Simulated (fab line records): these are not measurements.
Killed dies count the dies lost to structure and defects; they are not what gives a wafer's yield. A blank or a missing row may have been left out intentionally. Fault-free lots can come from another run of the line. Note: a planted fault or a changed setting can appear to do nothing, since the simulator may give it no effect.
Which of the tools did it? | flow sky130 | Sampling: 24 lots, 72 wafers, 5 of 708 route steps

## WHAT EACH GAUGE READ, for each wafer
SKY_CAPM_RS_MEAS_03: uses a four-point probe to measure. Usual: for CAPM_TIN_RS the level is 6.93 ohm/sq and the standard deviation is 0.093.
lot  | measured     | on            | CAPM_TIN_RS (ohm/sq) | flag
L074 | day 37 06:58 | film-metro-04 | 7.02 6.88 6.96       |
L075 | day 37 14:33 | film-metro-02 | 6.80 6.86 6.88       |
L076 | day 38 00:25 | film-metro-04 | 6.96 6.91 7.00       |
L077 | day 38 08:08 | film-metro-04 | 6.83 6.95 6.94       |
L078 | day 38 17:55 | film-metro-03 | 6.85 6.98 7.04       |
L079 | day 38 21:25 | film-metro-04 | 6.83 6.87 6.76       |
L080 | day 39 03:22 | film-metro-02 | 7.03 7.11 7.14       |
L081 | day 39 13:41 | film-metro-02 | 6.99 7.05 6.82       |
L082 | day 39 21:40 | film-metro-02 | 7.08 7.01 7.00       |
L083 | day 40 01:25 | film-metro-03 | 6.93 7.00 6.95       |
L084 | day 40 07:35 | film-metro-03 | 6.88 6.83 6.79       |
L085 | day 40 19:55 | film-metro-02 | 7.08 6.86 7.00       |
L086 | day 40 22:55 | film-metro-02 | 6.76 6.80 6.88       |
L087 | day 41 09:58 | film-metro-04 | 6.94 6.98 6.95       |
L088 | day 41 12:24 | film-metro-03 | 6.78 6.85 6.78       |
L089 | day 41 20:08 | film-metro-03 | 6.92 7.05 6.95       |
L090 | day 41 21:38 | film-metro-02 | 6.91 6.75 6.96       |
L091 | day 42 08:17 | film-metro-02 | 7.00 6.89 6.92       |
L092 | day 42 21:24 | film-metro-04 | 6.90 7.05 7.07       |
L093 | day 42 22:41 | film-metro-03 | 7.02 6.84 7.09       |
L094 | day 43 01:44 | film-metro-02 | 6.92 6.84 6.89       |
L095 | day 43 07:55 | film-metro-04 | 6.99 6.78 6.77       |
L096 | day 43 16:58 | film-metro-04 | 6.92 6.87 6.85       |
L097 | day 44 00:52 | film-metro-02 | 6.81 6.90 6.84       |

SKY_CAPM_OVL_MEAS_12. Usual: for CAPM_OVL the level is 0.5 nm and the standard deviation is 1.4.
lot  | measured     | on         | CAPM_OVL (nm)  | flag
L074 | day 38 09:50 | overlay-02 | 1.0 1.4 0.2    |
L075 | day 38 16:49 | overlay-02 | 0.9 -1.1 0.1   |
L076 | day 39 02:01 | overlay-01 | 1.2 2.4 3.3    |
L077 | day 39 09:01 | overlay-01 | 0.3 1.4 -0.2   |
L078 | day 39 19:23 | overlay-02 | -0.2 -0.1 -0.7 |
L079 | day 39 23:10 | overlay-02 | -0.5 -1.2 0.1  |
L080 | day 40 04:05 | overlay-02 | -2.5 -1.1 0.2  |
L081 | day 40 14:13 | overlay-02 | -3.0 0.0 -0.9  |
L082 | day 40 22:11 | overlay-01 | 1.1 1.8 -0.1   |
L083 | day 41 02:19 | overlay-02 | 2.1 1.2 1.8    |
L084 | day 41 08:23 | overlay-01 | -0.9 -1.3 0.4  |
L085 | day 41 19:52 | overlay-02 | 2.1 -0.1 2.1   |
L086 | day 41 23:13 | overlay-01 | 1.6 2.2 0.1    |
L087 | day 42 09:43 | overlay-02 | 1.7 -0.5 2.2   |
L088 | day 42 12:16 | overlay-02 | 0.9 2.5 1.1    |
L089 | day 42 19:55 | overlay-02 | -1.5 -0.9 -0.7 |
L090 | day 42 21:34 | overlay-02 | -2.3 -0.7 0.0  |
L091 | day 43 07:37 | overlay-01 | 0.2 -0.2 0.8   |
L092 | day 43 20:02 | overlay-01 | 3.4 -0.1 0.8   |
L093 | day 43 21:34 | overlay-02 | 1.0 0.7 0.5    |
L094 | day 44 00:28 | overlay-01 | 2.5 1.6 3.1    |
L095 | day 44 06:13 | overlay-02 | -0.3 -0.9 -1.5 |
L096 | day 44 15:28 | overlay-02 | 3.5 0.9 3.1    |
L097 | day 44 23:07 | overlay-01 | 1.1 2.6 0.2    |

## TOOL THAT RAN EACH LOT (tool first, then ch and the chambers of the sampled wafers, then the start)
lot  | SKY_VIA2_STRIP_16                    | SKY_METAL3_SPUTTER_01        | SKY_CAPM_CVD_00
L074 | plasma-asher-03 ch 0,1, day 37 05:20 | pvd-sputter-03, day 37 06:37 | pecvd-01 ch 1,2, day 37 06:45
L075 | plasma-asher-04 ch 0,1, day 37 12:55 | pvd-sputter-03, day 37 14:11 | pecvd-03 ch 0,2, day 37 14:19
L076 | plasma-asher-04 ch 0,1, day 37 22:44 | pvd-sputter-02, day 38 00:02 | pecvd-03 ch 0,1, day 38 00:11
L077 | plasma-asher-01 ch 0,1, day 38 06:22 | pvd-sputter-04, day 38 07:47 | pecvd-03 ch 0,1,2, day 38 07:55
L078 | plasma-asher-01 ch 0,1, day 38 15:54 | pvd-sputter-03, day 38 17:34 | pecvd-01 ch 0,1,2, day 38 17:41
L079 | plasma-asher-01 ch 0,1, day 38 19:38 | pvd-sputter-04, day 38 21:06 | pecvd-04 ch 0,2, day 38 21:14
L080 | plasma-asher-03 ch 0,1, day 39 01:44 | pvd-sputter-04, day 39 02:59 | pecvd-03 ch 0,1,2, day 39 03:08
L081 | plasma-asher-01 ch 0,1, day 39 12:02 | pvd-sputter-03, day 39 13:22 | pecvd-01 ch 0,1,2, day 39 13:29
L082 | plasma-asher-01 ch 0,1, day 39 20:01 | pvd-sputter-02, day 39 21:19 | pecvd-01 ch 0,2, day 39 21:26
L083 | plasma-asher-01 ch 0,1, day 39 23:46 | pvd-sputter-03, day 40 01:05 | pecvd-04 ch 0,1, day 40 01:13
L084 | plasma-asher-01 ch 0,1, day 40 05:57 | pvd-sputter-04, day 40 07:15 | pecvd-03 ch 0,1, day 40 07:23
L085 | plasma-asher-03 ch 0,1, day 40 18:00 | pvd-sputter-03, day 40 19:35 | pecvd-01 ch 1,2, day 40 19:44
L086 | plasma-asher-03 ch 0,1, day 40 20:03 | pvd-sputter-03, day 40 22:35 | pecvd-04 ch 0,2, day 40 22:43
L087 | plasma-asher-04 ch 0,1, day 41 08:20 | pvd-sputter-03, day 41 09:38 | pecvd-01 ch 0,1,2, day 41 09:46
L088 | plasma-asher-04 ch 0,1, day 41 10:46 | pvd-sputter-02, day 41 12:04 | pecvd-04 ch 0,2, day 41 12:11
L089 | plasma-asher-01 ch 0,1, day 41 18:28 | pvd-sputter-02, day 41 19:46 | pecvd-04 ch 2, day 41 19:55
L090 | plasma-asher-03 ch 0,1, day 41 20:00 | pvd-sputter-02, day 41 21:17 | pecvd-03 ch 1, day 41 21:26
L091 | plasma-asher-04 ch 0,1, day 42 06:40 | pvd-sputter-04, day 42 07:57 | pecvd-04 ch 0,1, day 42 08:05
L092 | plasma-asher-04 ch 0,1, day 42 19:47 | pvd-sputter-04, day 42 21:02 | pecvd-03 ch 1,2, day 42 21:10
L093 | plasma-asher-01 ch 0,1, day 42 21:03 | pvd-sputter-04, day 42 22:20 | pecvd-01 ch 1,2, day 42 22:28
L094 | plasma-asher-01 ch 0,1, day 43 00:06 | pvd-sputter-04, day 43 01:25 | pecvd-03 ch 0,2, day 43 01:33
L095 | plasma-asher-04 ch 1, day 43 06:18   | pvd-sputter-02, day 43 07:36 | pecvd-03 ch 0,1, day 43 07:44
L096 | plasma-asher-04 ch 1, day 43 15:21   | pvd-sputter-04, day 43 16:38 | pecvd-01 ch 1,2, day 43 16:46
L097 | plasma-asher-01 ch 0,1, day 43 23:11 | pvd-sputter-04, day 44 00:31 | pecvd-04 ch 0,2, day 44 00:39
- SKY_VIA2_STRIP_16: strips in O2/N2.
- SKY_METAL3_SPUTTER_01: material TiN, target thk 20 nm, time 16.7 s.
- SKY_CAPM_CVD_00: deposits SiO2, target thk 15.5 nm.

## AS READ BY THE TOOLS THEMSELVES (means over the sampled wafers that have a number; for cases with no such wafer, the mark the record gives instead)
SKY_VIA2_STRIP_16. Usual: drypump-motor-current-A 5.67 A, standard deviation 0.3; oes-product-au 0.398 a.u., standard deviation 0.0048; strip-time-to-endpoint-s 4.047 s, standard deviation 0.025.
lot  | tool            | drypump-motor-current-A (A) | oes-product-au (a.u.) | strip-time-to-endpoint-s (s) | flag
L074 | plasma-asher-03 | 5.49                        | 0.403                 | 4.050                        |
L075 | plasma-asher-04 | 5.40                        | 0.394                 | 4.069                        |
L076 | plasma-asher-04 | 5.61                        | 0.400                 | 4.048                        |
L077 | plasma-asher-01 | 5.92                        | 0.396                 | 4.062                        |
L078 | plasma-asher-01 | 5.91                        | 0.399                 | 4.043                        |
L079 | plasma-asher-01 | 5.86                        | 0.399                 | 4.055                        |
L080 | plasma-asher-03 | 5.51                        | 0.403                 | 4.058                        |
L081 | plasma-asher-01 | 5.91                        | 0.398                 | 4.064                        |
L082 | plasma-asher-01 | 5.86                        | 0.396                 | 4.055                        |
L083 | plasma-asher-01 | 5.92                        | 0.398                 | 4.051                        |
L084 | plasma-asher-01 | 5.91                        | 0.398                 | 4.031                        |
L085 | plasma-asher-03 | 5.52                        | 0.397                 | 4.042                        |
L086 | plasma-asher-03 | 5.42                        | 0.403                 | 4.053                        |
L087 | plasma-asher-04 | 5.61                        | 0.402                 | 4.067                        |
L088 | plasma-asher-04 | 5.39                        | 0.396                 | 4.025                        |
L089 | plasma-asher-01 | 5.92                        | 0.400                 | 4.070                        |
L090 | plasma-asher-03 | 5.51                        | 0.391                 | 4.034                        |
L091 | plasma-asher-04 | 5.62                        | 0.397                 | 4.036                        |
L092 | plasma-asher-04 | 5.42                        | 0.395                 | 4.012                        |
L093 | plasma-asher-01 | 5.85                        | 0.400                 | 4.026                        |
L094 | plasma-asher-01 | 5.93                        | 0.404                 | 4.050                        |
L095 | plasma-asher-04 | 5.85                        | 0.400                 | 4.064                        |
L096 | plasma-asher-04 | 5.85                        | 0.397                 | 4.019                        |
L097 | plasma-asher-01 | 5.93                        | 0.394                 | 4.058                        |

SKY_METAL3_SPUTTER_01. Usual: throttle-valve-pct reads 30.1 % (standard deviation 1.3).
lot  | tool           | throttle-valve-pct (%) | flag
L074 | pvd-sputter-03 | 29.1                   |
L075 | pvd-sputter-03 | 28.7                   |
L076 | pvd-sputter-02 | 30.1                   |
L077 | pvd-sputter-04 | 31.1                   |
L078 | pvd-sputter-03 | 30.4                   |
L079 | pvd-sputter-04 | 30.5                   |
L080 | pvd-sputter-04 | 30.5                   |
L081 | pvd-sputter-03 | 29.0                   |
L082 | pvd-sputter-02 | 29.8                   |
L083 | pvd-sputter-03 | 29.2                   |
L084 | pvd-sputter-04 | 30.7                   |
L085 | pvd-sputter-03 | 28.5                   |
L086 | pvd-sputter-03 | 30.0                   |
L087 | pvd-sputter-03 | 29.6                   |
L088 | pvd-sputter-02 | 29.7                   |
L089 | pvd-sputter-02 | 29.6                   |
L090 | pvd-sputter-02 | 29.0                   |
L091 | pvd-sputter-04 | 30.4                   |
L092 | pvd-sputter-04 | 30.3                   |
L093 | pvd-sputter-04 | 30.2                   |
L094 | pvd-sputter-04 | 30.9                   |
L095 | pvd-sputter-02 | 29.8                   |
L096 | pvd-sputter-04 | 30.1                   |
L097 | pvd-sputter-04 | 30.1                   |

SKY_CAPM_CVD_00. Usual: heater-power-outer-w 434 W, standard deviation 88; heater-power-w 732 W, standard deviation 120.
lot  | tool     | heater-power-outer-w (W) | heater-power-w (W) | flag
L074 | pecvd-01 | 428                      | 711                |
L075 | pecvd-03 | 531                      | 883                |
L076 | pecvd-03 | 385                      | 664                |
L077 | pecvd-03 | 486                      | 803                |
L078 | pecvd-01 | 467                      | 773                |
L079 | pecvd-04 | 369                      | 666                |
L080 | pecvd-03 | 472                      | 789                |
L081 | pecvd-01 | 454                      | 741                |
L082 | pecvd-01 | 402                      | 654                |
L083 | pecvd-04 | 382                      | 665                |
L084 | pecvd-03 | 421                      | 716                |
L085 | pecvd-01 | 394                      | 671                |
L086 | pecvd-04 | 384                      | 684                |
L087 | pecvd-01 | 432                      | 708                |
L088 | pecvd-04 | 376                      | 670                |
L089 | pecvd-04 | 343                      | 630                |
L090 | pecvd-03 | 357                      | 621                |
L091 | pecvd-04 | 357                      | 641                |
L092 | pecvd-03 | 397                      | 688                |
L093 | pecvd-01 | 434                      | 731                |
L094 | pecvd-03 | 530                      | 867                |
L095 | pecvd-03 | 503                      | 806                |
L096 | pecvd-01 | 412                      | 684                |
L097 | pecvd-04 | 424                      | 732                |

## THE ANSWER, worked out from the rows above alone
Rule: lot off if the mean of its wafers having a number is beyond 3 standard deviations from the usual mean. Also off: a lot with no number at a reading for which 4 or more lots have one. Any other lot the step has rows for is counted as sound. After the gauges, taken in route order, come the tools' own readings; for these a lot's mean is taken, as printed above. At the first step where some lot is off, the reading lying furthest off is the one used; lots without a number count as furthest.
No lot is off at any reading shown: from this, nothing can be told.

## WHAT THE SIMULATOR HAD PUT IN
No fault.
